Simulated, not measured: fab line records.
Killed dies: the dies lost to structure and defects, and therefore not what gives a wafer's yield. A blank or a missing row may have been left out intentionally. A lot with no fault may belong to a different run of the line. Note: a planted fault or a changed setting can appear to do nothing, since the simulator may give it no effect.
Problem report in the 8D (eight disciplines) form, filled by code / flow gf180mcu / the parts of the form that need people (team, actions taken, sign-off) are left out

1. WHAT WENT WRONG
At GF_STI_ETCH_13, oes-product-au averages 0.777 a.u. over 6 wafers from 2 lots, while fault-free wafers read 0.831 a.u., standard deviation 0.0063. That puts it -8.6 standard deviations away from the usual mean.
The step: etches the open film in CHF3/O2, stops on Si, target depth 282.31 nm, time 112.9 s.
First seen on wafer L920.1, day 6 08:48, on rie-diel-03. Wafers with a number at this step in the record: 36, from 12 lots. Rule for "out" (also "out of limits"): further than 4 standard deviations from the usual mean. The other wafers with a number count as sound.

2. WHAT THIS IS AND IS NOT
question=which readings at this step | is=oes-product-au | is not=drypump-motor-current-A
question=which lots | is=L920, L921 | is not=L901, L902, L903, L907, L908, L909, L910, L912, L918, L922
question=which wafers of those lots | is=all that have a number | is not=-
question=read on which tools | is=rie-diel-03 | is not=rie-diel-01, rie-diel-04
question=when | is=from day 6 08:48 | is not=up to then (27 sound wafers); but 3 sound wafers of L922 came after

3. SUSPECTS, AND WHAT RULES EACH OUT
Counting: a tool at a process step up to the reading stays a suspect if it ran every lot that is out and no sound lot after the first of them.
- rie-diel-03 at GF_STI_ETCH_13 (etches the open film in CHF3/O2, stops on Si, target depth 282.31 nm, time 112.9 s): kept. It ran every lot that is out, first L920 (day 6 08:48), and no sound lot after that; its last sound lot up to then is L912 (day 4 16:26). Its own oes-product-au readings are out on those wafers.
Left after counting: rie-diel-03 at GF_STI_ETCH_13.

4. THE CAUSE (what the simulator had put in)
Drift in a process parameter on rie-diel-03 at GF_STI_ETCH_13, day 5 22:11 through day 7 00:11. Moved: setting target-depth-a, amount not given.
The count eliminated every tool but this one.

5. SEQUENCE OF EFFECTS, ordered by route
One row per reading whose mean, taken over the struck wafers that have a number, lies over 3 standard deviations from the usual. Readings are gone through only where the record gives a usual standard deviation; hours: the median, over the lots, of the time from a lot's start at the first step in this table giving one to that lot's start at this step; sigmas: the change measured in usual standard deviations.
hours=0; step=GF_STI_ETCH_13; reading=oes-product-au; usual=0.831 a.u.; on struck wafers=0.777; change=-0.054; sigmas=-8.6
hours=0; step=GF_STI_STRIP_15; reading=strip-time-to-endpoint-s; usual=3.72 s; on struck wafers=3.36; change=-0.36; sigmas=-7.9
Here are the process steps it includes:
- GF_STI_ETCH_13: etches the open film in CHF3/O2, stops on Si, target depth 282.31 nm, time 112.9 s.
- GF_STI_STRIP_15: strips in O2/N2.
Later measuring or inspecting steps at which every struck wafer that the step has a row for has a number for every such reading, and none has moved that far: GF_NWELL_OVL_MEAS_07, GF_MVSD_OVL_MEAS_07.

6. HOW IT WOULD HAVE BEEN CAUGHT EARLIER
First out-of-limits reading in this record: day 6 08:48, which is 11 hours after fault onset at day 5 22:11.
